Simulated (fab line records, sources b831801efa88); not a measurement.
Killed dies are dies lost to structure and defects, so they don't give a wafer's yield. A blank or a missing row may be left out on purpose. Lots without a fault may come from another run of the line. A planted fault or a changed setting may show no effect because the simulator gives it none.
One fault seen from 2 desks | flow gf180mcu | each desk has only its own numbers; what lay behind them comes last

THE TOOL OWNER'S DESK: implanter-02
The tool's own readings at GF_HV_LDD_IMPLANT_35: means of the sampled wafers that have a number, for each lot that ran on this tool. A lot is out of limits, marked OUT, if its mean lies more than 4 standard deviations from the usual mean; the brackets give that distance.
Columns: A = dose_ions_cm2 at GF_HV_LDD_IMPLANT_35, usual 7.502e+12; B = faraday_current_uA at GF_HV_LDD_IMPLANT_35, usual 42.3
lot  | first seen here | A                   | B
L880 | day 11 21:23    | 7.503e+12           | 41.2
L883 | day 12 19:55    | 7.503e+12           | 43.0
L884 | day 13 02:16    | 7.511e+12           | 42.0
L887 | day 13 23:14    | 7.506e+12           | 42.4
L891 | day 15 07:45    | 7.501e+12           | 42.2
L894 | day 16 15:10    | 7.905e+12 (+50) OUT | 44.1
L895 | day 17 05:21    | 7.913e+12 (+51) OUT | 44.9
This desk's finding: out of limits on L894, L895; first on L894, day 16 15:10 (dose_ions_cm2 at GF_HV_LDD_IMPLANT_35). In limits: L880, L883, L884, L887, L891.

THE METROLOGY DESK
What the gauges read, lot by lot, whatever tool the lot ran on: means of the sampled wafers that have a number. A lot is out of limits, marked OUT, if its mean lies more than 4 standard deviations from the usual mean; the brackets give that distance.
Columns: A = LVPWELL_TW at GF_LVPWELL_TW_MEAS_11, usual 562; B = MVPSD_OVL at GF_MVPSD_OVL_MEAS_07, usual -1.2 nm
lot  | first seen here | A   | B
L880 | day 4 04:46     | 563 | -0.3
L881 | day 4 06:53     | 564 | -2.2
L882 | day 4 13:02     | 556 | -2.8
L883 | day 4 20:56     | 567 | -2.2
L884 | day 5 00:12     | 569 | -2.8
L886 | day 5 13:09     | 559 | -0.7
L887 | day 5 15:34     | 557 | -1.2
L888 | day 5 22:45     | 568 | -0.4
L889 | day 6 05:29     | 558 | -1.5
L891 | day 6 15:42     | 558 | -3.1
L893 | day 7 05:37     | 556 | -0.2
L894 | day 7 09:01     | 567 | -2.5
L895 | day 7 17:30     | 569 | -2.4
L900 | day 8 19:50     | 566 | 0.5
This desk's finding: nothing out of limits on any of the 14 lots.

PUT TOGETHER
The tool owner's desk could have raised an alarm at day 16 15:10, on L894, L895.
The metrology desk saw nothing out of limits.
The metrology desk has L894, L895 on record, within its limits.
Of the lots named, all ran GF_HV_LDD_IMPLANT_35 on implanter-02.

WHAT THE SIMULATOR HAD PUT IN
Process parameter drift: implanter-02, from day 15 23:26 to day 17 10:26, at GF_HV_LDD_IMPLANT_35. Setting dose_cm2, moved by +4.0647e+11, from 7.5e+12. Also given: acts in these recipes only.
Lots struck among those shown: L894, L895.
Hours from the fault's start to each desk's first reading out of limits: the tool owner's desk, 16.
